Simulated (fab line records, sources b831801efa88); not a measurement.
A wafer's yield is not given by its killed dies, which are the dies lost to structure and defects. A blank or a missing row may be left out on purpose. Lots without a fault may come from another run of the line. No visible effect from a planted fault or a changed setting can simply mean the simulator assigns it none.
The tool behind it: which one? -- flow sky130 -- 24 lots with 72 wafers sampled at 4 steps, on a route of 708 steps

WHAT THE GAUGES READ, wafer by wafer
SKY_SPACER_THK_MEAS_01.
lot,measured,on,SPACER_CVD_00_THK (nm)
L074,day 22 06:55,filmMetro-03,43.5 43.6 43.5
L075,day 22 22:07,filmMetro-01,43.3 43.6 43.6
L076,day 23 04:47,filmMetro-01,43.6 43.3 43.0
L077,day 23 19:15,filmMetro-03,42.7 42.6 42.6
L078,day 24 11:58,filmMetro-03,43.1 42.7 43.0
L079,day 25 02:22,filmMetro-01,44.0 44.1 44.0
L080,day 25 12:11,filmMetro-02,42.7 42.8 43.1
L081,day 25 15:38,filmMetro-01,42.9 42.4 42.7
L082,day 26 06:19,filmMetro-02,42.7 42.6 42.5
L084,day 26 14:12,filmMetro-02,42.9 43.4 43.0
L083,day 26 15:59,filmMetro-02,42.6 42.9 42.4
L085,day 26 17:49,filmMetro-02,42.7 43.0 43.0
L086,day 27 04:23,filmMetro-02,42.6 42.9 43.2
L087,day 27 13:11,filmMetro-01,42.9 43.4 43.3
L088,day 27 18:58,filmMetro-01,42.3 42.4 42.1
L089,day 29 04:34,filmMetro-02,43.5 43.6 43.6
L091,day 29 04:34,filmMetro-01,43.0 43.0 43.4
L090,day 29 04:34,filmMetro-03,43.2 43.1 43.2
L092,day 29 08:25,filmMetro-02,43.3 43.4 43.5
L093,day 29 15:23,filmMetro-03,43.6 44.1 43.7
L094,day 30 11:56,filmMetro-02,42.9 42.8 42.8
L095,day 31 05:18,filmMetro-03,43.3 43.7 43.0
L096,day 31 05:18,filmMetro-02,42.9 43.0 42.7
L097,day 31 10:31,filmMetro-01,43.1 43.1 42.5

SKY_LOCAL_INTERCONNECT_OVL_MEAS_12.
lot,measured,on,LOCAL_INTERCONNECT_OVL (nm)
L074,day 29 12:35,overlay-01,-1 0 0
L075,day 30 03:39,overlay-02,4 -5 -5
L076,day 30 12:16,overlay-02,8 5 -1
L077,day 31 00:07,overlay-01,4 0 3
L078,day 31 16:01,overlay-02,-4 -8 -8
L079,day 32 05:20,overlay-01,4 0 -1
L080,day 32 11:02,overlay-02,0 -10 -1
L081,day 32 15:11,overlay-02,3 -2 -2
L082,day 33 06:46,overlay-02,-8 -5 -12
L084,day 33 12:23,overlay-01,6 6 1
L083,day 33 13:38,overlay-01,2 5 3
L085,day 33 16:07,overlay-01,-8 3 -3
L086,day 34 02:01,overlay-01,-4 -6 -1
L087,day 34 11:44,overlay-02,-2 2 3
L088,day 34 15:35,overlay-01,8 4 2
L089,day 36 01:17,overlay-01,10 1 2
L091,day 36 01:01,overlay-02,6 9 6
L090,day 36 00:35,overlay-01,3 6 6
L092,day 36 02:42,overlay-01,-2 -4 0
L093,day 36 12:38,overlay-02,1 6 2
L094,day 37 05:32,overlay-01,1 7 -4
L095,day 38 00:26,overlay-01,-7 0 -1
L096,day 38 00:05,overlay-02,11 7 11
L097,day 38 04:40,overlay-01,-5 -5 -5

SKY_METAL1_OVL_MEAS_16.
lot,measured,on,METAL1_OVL (nm)
L074,day 31 23:08,overlay-01,2 2 0
L075,day 32 11:45,overlay-01,-1 -9 -5
L076,day 32 20:47,overlay-02,5 4 -3
L077,day 33 08:51,overlay-02,21 12 13
L078,day 34 00:02,overlay-02,7 1 2
L079,day 34 13:01,overlay-02,8 -2 -3
L080,day 34 19:30,overlay-01,0 4 0
L081,day 34 23:00,overlay-01,0 -5 -2
L082,day 35 13:58,overlay-01,2 -2 -2
L084,day 35 19:54,overlay-01,-3 1 -9
L083,day 35 21:38,overlay-02,16 10 11
L085,day 36 00:22,overlay-01,-4 4 4
L086,day 36 09:32,overlay-01,2 -2 -4
L087,day 36 19:01,overlay-01,4 -7 -1
L088,day 36 23:44,overlay-02,-6 0 -7
L089,day 38 08:49,overlay-01,2 7 -4
L091,day 38 08:12,overlay-01,6 2 -1
L090,day 38 07:51,overlay-01,-1 0 2
L092,day 38 10:10,overlay-02,7 3 1
L093,day 38 18:50,overlay-02,-5 -7 1
L094,day 39 11:36,overlay-01,-6 5 -4
L095,day 40 04:37,overlay-02,1 7 10
L096,day 40 04:02,overlay-02,5 3 11
L097,day 40 09:11,overlay-02,5 1 4

SKY_VIA1_RS_MEAS_22: uses a four-point probe to measure.
lot,measured,on,VIA1_W_RS (ohm/sq)
L074,day 33 04:48,filmMetro-04,0.432 0.421 0.421
L075,day 33 16:43,filmMetro-04,0.434 0.430 0.420
L076,day 34 02:07,filmMetro-02,0.422 0.425 0.430
L077,day 34 13:35,filmMetro-02,0.417 0.420 0.418
L078,day 35 04:27,filmMetro-04,0.420 0.431 0.427
L079,day 35 18:05,filmMetro-02,0.421 0.428 0.419
L080,day 36 00:08,filmMetro-04,0.423 0.426 0.419
L081,day 36 03:06,filmMetro-01,0.426 0.412 0.421
L082,day 36 17:57,filmMetro-02,0.419 0.425 0.419
L084,day 37 00:17,filmMetro-04,0.432 0.421 0.420
L083,day 37 02:46,filmMetro-04,0.434 0.422 0.429
L085,day 37 04:53,filmMetro-04,0.421 0.430 0.424
L086,day 37 13:51,filmMetro-04,0.424 0.421 0.432
L087,day 37 23:01,filmMetro-02,0.427 0.420 0.430
L088,day 38 03:50,filmMetro-04,0.420 0.420 0.415
L089,day 39 11:44,filmMetro-02,0.425 0.429 0.417
L091,day 39 11:17,filmMetro-02,0.418 0.429 0.419
L090,day 39 11:16,filmMetro-01,0.423 0.420 0.417
L092,day 39 13:04,filmMetro-01,0.428 0.427 0.414
L093,day 39 22:00,filmMetro-04,0.428 0.416 0.430
L094,day 40 14:23,filmMetro-04,0.419 0.434 0.424
L095,day 41 07:43,filmMetro-02,0.424 0.425 0.430
L096,day 41 07:31,filmMetro-01,0.429 0.420 0.430
L097,day 41 12:13,filmMetro-02,0.431 0.420 0.417

WHAT TOOL EACH LOT RAN ON (gives the tool, then ch and the chambers of the sampled wafers, and finally the start)
No process step before these readings appears in the record.

WHAT THE TOOLS THEMSELVES READ (means of the sampled wafers that have a number; where no wafer has one, the mark that the record gives instead)
The record holds no such reading with a usual standard deviation.

THE ANSWER, worked out from the rows above alone
Rule: the usual values come from the lots themselves. The widest of any qualifying gaps counts: lots, ordered by their means at a reading, are off when they make up no more than a third of the lots, leave a main group of 4 or more, and stand apart from it by 3 or more times the standard deviation of that group's means. The tables above print the reading to a certain number of digits; a main group whose means all agree to those digits is not used. Also off: a lot with no number at a reading for which 4 or more lots have one. Where the step has rows for the other lots, those lots are counted as sound. After the gauges, taken in route order, come the tools' own readings; for these a lot's mean is taken, as printed above. The first step at which some lot is off is used, and at that step the reading that is off furthest; a lot without a number counts as furthest.
No lot is off at any reading shown: from this, nothing can be told.

WHAT HAD BEEN PUT IN BY THE SIMULATOR
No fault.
